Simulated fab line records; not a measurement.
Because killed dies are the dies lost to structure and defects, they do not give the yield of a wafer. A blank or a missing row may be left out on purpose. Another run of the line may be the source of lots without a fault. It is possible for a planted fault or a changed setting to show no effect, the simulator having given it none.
fab line records | flow sky130
[record] lots = 5 | wafers = 15 | last-day = 50
route steps=708 shown METAL2@506 VIA2@507 PAD_OPEN@708
lots with no fault: from the same line, run without faults
start-h: the number of hours between the record's first day and the start of the first shown wafer of the lot | wait-h: how many hours have passed since the lot's step before this one | " as in the row above | L1.1+2: a single row standing in for several wafers | - no value, or no start was given | * or withheld: withheld | < > ~ a bound
route shown NAME@n: NAME is a module with steps in the file, n the number in the route of the first one | usual: the fault-free wafers' mean and standard deviation | same: alike in all rows | chamber/n: place in a boat | sites: readings site by site | _std_site: the values' standard deviation | _edge_site: inner sites' mean taken away from outer sites' mean | radius-mm: how far each site lies from the wafer's centre | mask NAME#n: copy n | behind: the tool/chamber that last shaped the wafer | hold: why the lot went on hold/how many hours it stayed there/how the hold came to an end | device: whichever transistor did not switch (one of n, p or np) | end of line: tests of these same wafers at the route's end | for a step that has no rows: nothing shown but its recipe | killed: not the wafer's yield, but the dies lost to structure and defects at the first sort | map: a wafer's dies, x killed, . not, _ none there
set.NAME: setting as actually run; set.NAME@STEP: the setting as run at that earlier step | model.NAME: the simulator's own value behind a step, which no gauge read
certain route steps with their lots: each step a table, each wafer a row
services: a tool's chamber out of use, with start hour (start-h, from the record's first day; less than 0 if before it), hours out, and reason
[[steps]]
[step SKY_METAL2_CLEAN_23]
[recipe] chemistry = O3/DIW | dry = n2-spin
[step SKY_VIA2_HDPCVD_00]
[recipe] material = SiO2 | target-thk-nm = 1180 | sigma-open-frac = 0.3 | time-s = 196.7 | temp-c = 400 | sih4-flow-sccm = 60 | pressure-mtorr = 6
[step SKY_VIA2_THK_MEAS_01]
[recipe] reads = SiO2_of_VIA2_HDPCVD_00
[usual] VIA2_HDPCVD_THK = 1179/12
lot.wafer | tool          | chamber | start-h | wait-h | VIA2_HDPCVD_THK[nm]
L573.3    | film-metro-02 | -       | 846.10  | 0.1    | 1192
L573.4    | "             | -       | "       | "      | 1204
L573.5    | "             | -       | "       | "      | 1188
L574.2    | film-metro-03 | -       | 858.02  | 0.1    | 1197
L574.5    | "             | -       | "       | "      | 1189
L574.6    | "             | -       | "       | "      | 1202
L582.1    | film-metro-04 | -       | 915.90  | 0.1    | 1172
L582.4    | "             | -       | "       | "      | 1167
L582.5    | "             | -       | "       | "      | 1188
L581.1    | film-metro-02 | -       | 915.95  | 0.1    | 1173
L581.3    | "             | -       | "       | "      | 1173
L581.4    | "             | -       | "       | "      | 1164
L592.1    | film-metro-03 | -       | 976.48  | 0.1    | 1180
L592.5    | "             | -       | "       | "      | 1173
L592.6    | "             | -       | "       | "      | 1182
[step SKY_VIA2_CMP_02]
[recipe] material = SiO2 | down-force-psi = 4 | platen-rpm = 60 | pad-velocity-m-s = 0.94248
[usual] head-pressure-psi = 4.000/0.0077 | motor-current-A = 12.5/1.3
lot.wafer | tool   | chamber | start-h | wait-h | head-pressure-psi | motor-current-A
L573.3    | cmp-01 | 0       | 846.19  | 0.1    | 4.011             | 11.7
L573.4    | "      | 1       | "       | "      | 3.994             | 12.3
L573.5    | "      | 3       | "       | "      | 3.988             | 13.3
L574.2    | cmp-01 | 1       | 858.07  | 0.0    | 4.013             | 11.8
L574.6    | "      | 1       | "       | "      | 4.001             | 12.3
L574.5    | "      | 2       | "       | "      | 3.989             | 10.3
L582.1    | cmp-02 | 1       | 916.03  | 0.1    | 4.001             | 15.1
L582.4    | "      | 0       | "       | "      | 4.003             | 13.8
L582.5    | "      | 2       | "       | "      | 4.003             | 12.0
L581.1    | cmp-02 | 0       | 916.33  | 0.4    | 3.995             | 14.1
L581.4    | "      | 1       | "       | "      | 4.006             | 15.1
L581.3    | "      | 3       | "       | "      | 3.991             | 12.3
L592.1    | cmp-02 | 0       | 976.59  | 0.1    | 4.000             | 14.2
L592.6    | "      | 3       | "       | "      | 4.001             | 12.5
L592.5    | "      | 0       | "       | "      | 3.998             | 13.9
[step SKY_VIA2_BOW_MEAS_03]
[recipe] mode = bow
[usual] VIA2_BOW = 87/8.1
lot.wafer | tool          | chamber | start-h | wait-h | VIA2_BOW[um]
L573.3    | film-metro-03 | -       | 846.48  | 0.2    | 71
L573.4    | "             | -       | "       | "      | 90
L573.5    | "             | -       | "       | "      | 86
L574.2    | film-metro-04 | -       | 858.39  | 0.3    | 79
L574.5    | "             | -       | "       | "      | 97
L574.6    | "             | -       | "       | "      | 100
L582.1    | film-metro-04 | -       | 916.33  | 0.2    | 98
L582.4    | "             | -       | "       | "      | 74
L582.5    | "             | -       | "       | "      | 89
L581.1    | film-metro-02 | -       | 916.63  | 0.2    | 79
L581.3    | "             | -       | "       | "      | 85
L581.4    | "             | -       | "       | "      | 74
L592.1    | film-metro-02 | -       | 976.84  | 0.2    | 75
L592.5    | "             | -       | "       | "      | 79
L592.6    | "             | -       | "       | "      | 78
[step SKY_VIA2_DEHYDRATE_04]
[recipe] temp-c = 200 | time-s = 60
[step SKY_VIA2_HMDS_05]
[recipe] prime-time-s = 60 | prime-temp-c = 120
[step SKY_VIA2_COAT_06]
[recipe] resist = BARC | temp-c = withheld | time-s = withheld | spin-rpm = 3000 | resist-thk-nm = 60
[step SKY_VIA2_COAT_07]
[recipe] resist = KrF-thick | spin-rpm = 3000 | resist-thk-nm = 450
[step SKY_VIA2_SOFTBAKE_08]
[recipe] temp-c = 100 | time-s = 90 | resist = KrF-thick
[step SKY_VIA2_EXPOSE_09]
[recipe] mask-id = VIM2 | na = 0.8 | source-shape = annular | sigma-inner = 0.55 | sigma-outer = 0.85 | target-cd-nm = 200 | dose-mj = 38
[step SKY_VIA2_PEB_10]
[recipe] peb-temp-c = withheld | peb-time-s = withheld | resist = KrF-thick
[step SKY_VIA2_DEVELOP_11]
[recipe] develop-time-s = 60 | resist = KrF-thick | dev-temp-c = 21
[usual] resist-line-temp-C = 22.97/0.1
lot.wafer | tool           | chamber | start-h | wait-h | resist-line-temp-C
L573.3    | litho-track-01 | 0       | 871     | -      | 22.77
L573.4    | "              | 0       | "       | "      | 22.88
L573.5    | "              | 0       | "       | "      | 22.86
L574.2    | litho-track-01 | 0       | 883     | -      | 22.99
L574.5    | "              | 0       | 884     | -      | 23.18
L574.6    | "              | 0       | "       | "      | 23.15
L582.1    | litho-track-01 | 0       | 940     | -      | 22.86
L582.4    | "              | 0       | "       | "      | 22.93
L582.5    | "              | 0       | "       | "      | 23.01
L581.1    | litho-track-01 | 0       | 941     | -      | 23.02
L581.3    | "              | 0       | "       | "      | 23.07
L581.4    | "              | 0       | "       | "      | 22.99
L592.1    | litho-track-02 | 0       | 1000    | -      | 22.90
L592.5    | "              | 0       | "       | "      | 22.95
L592.6    | "              | 0       | "       | "      | 23.01
[step SKY_VIA2_CD_MEAS_12]
[recipe] target-cd-nm = 200
[usual] cd-nm = 199.8/1.3
lot.wafer | tool      | chamber | start-h | wait-h | cd-nm
L573.3    | cd-sem-01 | -       | 871.96  | -      | 201.0
L573.4    | "         | -       | "       | "      | 200.3
L573.5    | "         | -       | "       | "      | 201.7
L574.2    | cd-sem-02 | -       | 884.14  | -      | 202.1
L574.5    | "         | -       | "       | "      | 203.2
L574.6    | "         | -       | "       | "      | 201.9
L582.1    | cd-sem-02 | -       | 940.87  | -      | 200.8
L582.4    | "         | -       | "       | "      | 201.2
L582.5    | "         | -       | "       | "      | 200.3
L581.1    | cd-sem-02 | -       | 941.22  | -      | 200.4
L581.3    | "         | -       | "       | "      | 201.9
L581.4    | "         | -       | "       | "      | 204.0
L592.1    | cd-sem-02 | -       | 1000.21 | -      | 198.3
L592.5    | "         | -       | "       | "      | 199.9
L592.6    | "         | -       | "       | "      | 198.0
[step SKY_VIA2_OVL_MEAS_13]
[usual] VIA2_OVL = -2/5.8
lot.wafer | tool       | chamber | start-h | wait-h | VIA2_OVL[nm]
L573.3    | overlay-02 | -       | 872.05  | 0.1    | -12
L573.4    | "          | -       | "       | "      | -10
L573.5    | "          | -       | "       | "      | -10
L574.2    | overlay-02 | -       | 884.25  | 0.1    | 1
L574.5    | "          | -       | "       | "      | 0
L574.6    | "          | -       | "       | "      | 1
L582.1    | overlay-01 | -       | 940.99  | 0.1    | 3
L582.4    | "          | -       | "       | "      | 0
L582.5    | "          | -       | "       | "      | 7
L581.1    | overlay-01 | -       | 941.34  | 0.1    | 2
L581.3    | "          | -       | "       | "      | -1
L581.4    | "          | -       | "       | "      | -5
L592.1    | overlay-02 | -       | 1000.33 | 0.1    | -4
L592.5    | "          | -       | "       | "      | -9
L592.6    | "          | -       | "       | "      | -11
[step SKY_VIA2_ETCH_14]
[recipe] chemistry = N2/H2 | target = BARC | ion-energy-ev = 200 | source-w = 500 | bias-w = 100 | pressure-mtorr = 30 | n2-flow-sccm = 100 | h2-flow-sccm = 200 | stop-on = SiO2 | time-s = 45.9 | target-depth-a = 600
[usual] drypump-motor-current-A = 5.9/0.48 | oes-product-au = 0.854/0.005 | throttle-valve-pct = 13.226/0.01
[same] time-s = 45.9
lot.wafer | tool        | chamber | start-h | wait-h | drypump-motor-current-A | oes-product-au | rf-hours-counter-h | throttle-valve-pct | model.VIA2.cd-nm
L573.3    | rie-diel-02 | 1       | 872.08  | 0.0    | 6.0                     | 0.855          | 14                 | 13.228             | 201.5
L573.4    | "           | 0       | "       | "      | 6.3                     | 0.855          | 19                 | 13.229             | 200.3
L573.5    | "           | 2       | "       | "      | 5.4                     | 0.847          | -                  | 13.216             | 201.1
L574.2    | rie-diel-04 | 0       | 884.28  | 0.0    | 6.4                     | 0.859          | 15                 | 13.230             | 202.9
L574.5    | "           | 3       | "       | "      | 6.0                     | 0.850          | -                  | 13.219             | 203.4
L574.6    | "           | 2       | "       | "      | 5.4                     | 0.853          | -                  | 13.243             | 202.5
L582.1    | rie-diel-03 | 2       | 941.03  | 0.0    | 5.1                     | 0.852          | 18                 | 13.222             | 200.8
L582.4    | "           | 1       | "       | "      | 5.4                     | 0.853          | 10                 | 13.231             | 201.2
L582.5    | "           | 1       | "       | "      | 5.4                     | 0.861          | -                  | 13.226             | 200.8
L581.1    | rie-diel-04 | 3       | 941.38  | 0.0    | 6.0                     | 0.852          | 2                  | 13.222             | 200.4
L581.3    | "           | 1       | "       | "      | 6.6                     | 0.848          | 3                  | 13.235             | 201.2
L581.4    | "           | 0       | "       | "      | 6.4                     | 0.851          | 16                 | 13.206             | 203.4
L592.1    | rie-diel-02 | 0       | 1000.37 | 0.0    | 6.3                     | 0.851          | 23                 | 13.230             | 198
L592.5    | "           | 3       | "       | "      | 6.4                     | 0.858          | -                  | 13.217             | 199.8
L592.6    | "           | 0       | "       | "      | 6.4                     | 0.855          | -                  | 13.222             | 197.9
[step SKY_VIA2_ETCH_15]
[recipe] target = SiO2 | chemistry = C4F8/O2/Ar | target-depth-nm = 546 | stop-on = TiN | mask-material = KrF-thick | source-w = 1500 | bias-w = 1200 | pressure-mtorr = 40 | c4f8-flow-sccm = withheld | O2_flow_sccm = 6 | Ar_flow_sccm = 300 | time-s = 84
[usual] oes-product-au = 0.939/0.0042
[same] time-s = 84
lot.wafer | tool        | chamber | start-h | wait-h | oes-product-au | model.VIA2.cd-nm
L573.3    | rie-diel-02 | 1       | 872.12  | 0.0    | 0.941          | 202.5
L573.4    | "           | 0       | "       | "      | 0.934          | 202.5
L573.5    | "           | 2       | "       | "      | 0.937          | 199.3
L574.2    | rie-diel-04 | 0       | 884.32  | 0.0    | 0.937          | 202.3
L574.5    | "           | 3       | "       | "      | 0.930          | 201.8
L574.6    | "           | 2       | "       | "      | 0.941          | 202.2
L582.1    | rie-diel-03 | 2       | 941.07  | 0.0    | 0.938          | 204
L582.4    | "           | 1       | "       | "      | 0.936          | 205.2
L582.5    | "           | 1       | "       | "      | 0.941          | 203.4
L581.1    | rie-diel-04 | 3       | 941.42  | 0.0    | 0.944          | 202.3
L581.3    | "           | 1       | "       | "      | 0.947          | 203.5
L581.4    | "           | 0       | "       | "      | 0.941          | 202.5
L592.1    | rie-diel-02 | 0       | 1000.41 | 0.0    | 0.936          | 197.5
L592.5    | "           | 3       | "       | "      | 0.940          | 198.7
L592.6    | "           | 0       | "       | "      | 0.935          | 198.1
[step SKY_VIA2_STRIP_16]
[recipe] chemistry = O2/N2 | power-w = 1400 | pressure-mtorr = 1500 | platen-temp-c = withheld | o2-flow-sccm = 3000 | n2-flow-sccm = 300 | overash-fraction = 0.5
[usual] drypump-motor-current-A = 5.4/0.43 | oes-product-au = 0.398/0.0047 | strip-time-to-endpoint-s = 4.041/0.023
lot.wafer | tool            | chamber | start-h | wait-h | drypump-motor-current-A | oes-product-au | rf-hours-counter-h | strip-time-to-endpoint-s
L573.3    | plasma-asher-04 | 1       | 872.21  | 0.1    | 5.3                     | 0.405          | -                  | 4.089
L573.4    | "               | 0       | "       | "      | 5.1                     | 0.394          | -                  | 4.052
L573.5    | "               | 0       | "       | "      | 5.1                     | 0.408          | -                  | 4.068
L574.2    | plasma-asher-01 | 1       | 884.38  | 0.0    | 5.4                     | 0.397          | 50                 | 4.047
L574.5    | "               | 1       | "       | "      | 5.4                     | 0.399          | -                  | 4.047
L574.6    | "               | 0       | "       | "      | 4.8                     | 0.397          | -                  | 4.027
L582.1    | plasma-asher-01 | 1       | 941.13  | 0.0    | 5.4                     | 0.397          | 56                 | 4.038
L582.4    | "               | 0       | "       | "      | 4.8                     | 0.393          | -                  | 4.040
L582.5    | "               | 0       | "       | "      | 4.8                     | 0.400          | -                  | 4.046
L581.1    | plasma-asher-04 | 0       | 941.48  | 0.0    | 5.2                     | 0.404          | 97                 | 4.050
L581.3    | "               | 0       | "       | "      | 5.1                     | 0.389          | -                  | 4.026
L581.4    | "               | 1       | "       | "      | 5.3                     | 0.395          | -                  | 4.071
L592.1    | plasma-asher-01 | 0       | 1000.48 | 0.0    | 4.8                     | 0.397          | 62                 | 4.054
L592.5    | "               | 1       | "       | "      | 5.5                     | 0.400          | -                  | 4.002
L592.6    | "               | 0       | "       | "      | 4.8                     | 0.407          | -                  | 4.036
[step SKY_PAD_OPEN_PROBE_99]
[usual] defect-limited-yield = 82.4/2 | killed_at_M0_to_M3 = 44/6.8 | killed_at_M4_up = 3.4/2 | killed-at-contacts = 24/5.2 | killed-at-front-end = 15/5.2 | killed-at-other = 0.2/0.46 | killed-dies = 87/9.8 | killed-open = 47/7.5 | killed-short = 39/6.8 | sort_bin_3_pad_short = 0.8/0.37 | sort_bin_5_function = 10.5/1.5 | sort_bin_6_memory = 6.3/1.2 | sort-n-pass = 405/9.8 | sort-yield-pct = 82.4/2
[same] gross-dies = 492 | killed-at-back-side = 0 | sort_bin_4_leakage[%] = 0 | sort_bin_8_speed[%] = 0
lot.wafer | tool      | chamber | start-h | wait-h | defect-limited-yield[%] | killed_at_M0_to_M3 | killed_at_M4_up | killed-at-contacts | killed-at-front-end | killed-at-other | killed-dies | killed-open | killed-short | sort_bin_3_pad_short[%] | sort_bin_5_function[%] | sort_bin_6_memory[%] | sort-n-pass | sort-yield-pct[%]
L574.2    | prober-02 | -       | 1103.21 | 0.1    | 82.3                    | 52                 | 2               | 18                 | 14                  | 1               | 87          | 53          | 34           | 0.4                     | 11.0                   | 6.3                  | 405         | 82.3
L574.5    | prober-02 | -       | 1103.36 | 0.2    | 82.7                    | 51                 | 1               | 19                 | 14                  | 0               | 85          | 47          | 38           | 0.6                     | 10.4                   | 6.3                  | 407         | 82.7
L574.6    | prober-02 | -       | 1103.41 | 0.2    | 84.1                    | 54                 | 1               | 18                 | 5                   | 0               | 78          | 48          | 30           | 1.0                     | 10.0                   | 4.9                  | 414         | 84.1
L581.1    | prober-02 | -       | 1147.97 | 0.1    | 80.1                    | 56                 | 2               | 32                 | 7                   | 1               | 98          | 53          | 45           | 0.4                     | 9.8                    | 9.8                  | 394         | 80.1
// killed by level:class
L574.2 VIA1:geometric-particle:open=18 LI_CONTACT:geometric-particle:open=7 METAL1:geometric-particle:short=7 VIA2:geometric-particle:open=6 FIELD_ISO:geometric-particle:open=6 METAL2:geometric-particle:short=6 CONTACT:geometric-particle:open=5 METAL1:geometric-particle:open=4
L574.5 VIA1:geometric-particle:open=10 VIA2:geometric-particle:open=10 VIA3:geometric-particle:open=10 LI_CONTACT:geometric-particle:open=9 FIELD_ISO:geometric-particle:short=5 CONTACT:geometric-particle:open=4 METAL1:geometric-particle:short=4 METAL2:geometric-particle:short=4
L574.6 VIA1:geometric-particle:open=15 VIA2:geometric-particle:open=9 VIA3:geometric-particle:open=9 LI_CONTACT:geometric-particle:open=5 VIA1:geometric-particle:short=5 CONTACT:geometric-particle:open=5 METAL2:geometric-particle:short=5 VIA2:geometric-particle:short=4
L581.1 VIA1:geometric-particle:open=12 CONTACT:geometric-particle:open=11 LI_CONTACT:geometric-particle:open=10 VIA3:geometric-particle:open=9 VIA1:geometric-particle:short=7 METAL2:geometric-particle:short=7 VIA2:geometric-particle:open=6 METAL1:geometric-particle:short=5
[[services]]
tool            | chamber | start-h | hours | kind
rie-diel-04     | -       | 835.99  | 1.1   | repair
plasma-asher-04 | -       | 839.73  | 28.1  | pm
rie-diel-02     | 3       | 841.17  | 7.1   | repair
cmp-02          | -       | 841.29  | 1.9   | repair
rie-diel-04     | 3       | 843.22  | -     | clean
rie-diel-04     | 3       | 843.22  | 20.0  | scheduled-down
rie-diel-04     | 3       | 843.22  | 20.0  | vent-cycle
cmp-02          | -       | 855.28  | 5.1   | pm
cmp-02          | -       | 885.91  | 0.3   | repair
rie-diel-04     | 3       | 904.88  | 4.0   | repair
cmp-01          | -       | 911.56  | 3.7   | repair
cmp-02          | -       | 912.10  | 0.3   | repair
cmp-01          | -       | 915.25  | 4.0   | pm
cmp-01          | -       | 919.25  | -     | consumable-replace:conditioner
cmp-01          | -       | 919.25  | -     | consumable-replace:pad
cmp-02          | -       | 929.83  | 0.4   | repair
rie-diel-03     | 3       | 952.39  | 1.4   | repair
rie-diel-04     | 0       | 953.94  | 7.1   | repair
rie-diel-04     | 1       | 971.05  | 7.3   | repair
rie-diel-04     | -       | 971.57  | 0.5   | repair
rie-diel-04     | 0       | 982.91  | 3.1   | repair
[[key]]
[first-sign] step = SKY_VIA2_CD_MEAS_12 | reading = cd-nm | direction = up | sigmas = 3.1 | usual = 199.8 | struck = 204.0
effect none on later readings
[model-effect] step = SKY_VIA2_ETCH_14 | value = VIA2.cd-nm | without = 200 | struck = 203.4
[model-effect] step = SKY_VIA2_ETCH_15 | value = VIA2.cd-nm | without = 199.2 | struck = 202.5
met-at SKY_VIA2_DEVELOP_11
struck-wafers L581.4
onset-between 940 941
[fault] kind = process-parameter-drift | tool = litho-track-01 | chamber = - | onset-h = 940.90 | steps = SKY_VIA2_DEVELOP_11 | channel = develop-time-s | offset = * | shape = step | end-h = 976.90 | scope = struck-wafers-only | acts-in = * | stated = *
